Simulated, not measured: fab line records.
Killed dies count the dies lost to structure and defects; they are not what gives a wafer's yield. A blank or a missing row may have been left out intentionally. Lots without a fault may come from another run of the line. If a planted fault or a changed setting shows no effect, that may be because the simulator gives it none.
A lot that was struck, set against a sound lot / flow sky130 / 15 out of 708 route steps
Sound: these wafers, L764.2, L764.3, L764.4. Wafers L765.2, L765.3, L765.5 were the ones struck. The cause comes at the end.
For every step that has rows: the tool of each side, followed by ch and its chambers, followed by its first start. Under that, the readings that differ: sound wafers / struck wafers / difference of the means / sigmas: that difference in standard deviations of wafers without a fault.
alike: same words and numbers on both sides, and readings whose means sit less than 2 such deviations apart. not compared: any withheld reading, any reading some wafer has no value for, any bound like >300 that may hide the same value, and any number with overlapping values for which the record gives no deviation.
The two part at a step that has a row with sigmas, a row that says differs or no value, or rows on one side only. When numbers do not overlap yet have no deviation, they are printed without sigmas and do not part them. A reading missing from all wafers of one side parts the sides only when that side holds two or more wafers.

first, 7 steps without rows for these wafers: SKY_POLY_GATE_HMDS_06 (prime time 60 s); SKY_POLY_GATE_COAT_07 (resist thk 110 nm); SKY_POLY_GATE_COAT_08 (resist thk 450 nm); SKY_POLY_GATE_SOFTBAKE_09 (time 90 s); SKY_POLY_GATE_EXPOSE_10 (exposes mask P1M, target cd 150 nm); SKY_POLY_GATE_PEB_11; SKY_POLY_GATE_DEVELOP_12 (develop time 60 s).
SKY_POLY_GATE_CD_MEAS_13 targets a cd of 150 nm.
  sound on cd-sem-02 at day 18 23:34; struck on cd-sem-02 at day 19 16:39
  alike: cd-nm
SKY_POLY_GATE_OVL_MEAS_14:
  sound on overlay-02 at day 18 23:40; struck on overlay-01 at day 19 16:46
  alike: POLY_GATE_OVL
SKY_POLY_GATE_ETCH_15: etches BARC in N2/H2, stops on SiO2, time 118.5 s, target depth 110 nm.
  sound on rie-diel-03 ch 0,2,3, day 18 23:42; struck on rie-diel-03 ch 0,1,2, day 19 16:47
  alike: drypump-motor-current-A, oes-product-au, rf-fwd-power-W, throttle-valve-pct
  not compared: rf-hours-counter-h
SKY_POLY_GATE_ETCH_16: etches Si3N4 in CH3F/O2, stops on poly-Si, time 147.5 s, target depth 75 nm.
  sound on rie-diel-03 ch 0,2,3, day 18 23:47; struck on rie-diel-03 ch 0,1,2, day 19 16:52
  alike: O2_flow_sccm, drypump-motor-current-A, oes-product-au, rf-fwd-power-W, throttle-valve-pct
  not compared: rf-hours-counter-h
SKY_POLY_GATE_ETCH_17: etches poly-Si in HBr/Cl2, stops on SiO2, target depth 180 nm, time 70.5 s.
  sound on rie-si-01 ch 0,2,3, day 18 23:53; struck on rie-si-01 ch 1,2, day 19 16:58
  alike: drypump-motor-current-A, he-backside-leak-sccm, oes-product-au, rf-fwd-power-W, throttle-valve-pct
  not compared: rf-hours-counter-h
SKY_POLY_GATE_STRIP_18: strips in O2/N2.
  sound on plasma-asher-02 ch 0,1, day 18 23:56; struck on plasma-asher-04 ch 0,1, day 19 17:02
reading=drypump-motor-current-A (A); sound=6.6 6.6 6.1; struck=5.4 5.4 4.7; difference=-1.3; sigmas=-2
reading=n2-flow-sccm (sccm); sound=301.4 299.8 299.1; struck=241.1 241.1 240.4; difference=-59.2; sigmas=-68
  alike: oes-product-au, strip-time-to-endpoint-s
  not compared: rf-hours-counter-h
then, 1 step without rows for these wafers: SKY_POLY_GATE_CLEAN_19 (cleans in SC1/SC2, time 150 s).
SKY_PAD_OPEN_PROBE_99:
  rows exist in the record for the sound wafers here (prober-01, day 47 16:21), none for the struck ones

WHERE THEY PART
Last at SKY_PAD_OPEN_PROBE_99 as far as this record goes, first at SKY_POLY_GATE_STRIP_18.

WHY: what had been put in by the simulator
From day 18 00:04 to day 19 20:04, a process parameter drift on plasma-asher-04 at SKY_POLY_GATE_STRIP_18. Setting n2-flow-sccm shifted by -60 from 300. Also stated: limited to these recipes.
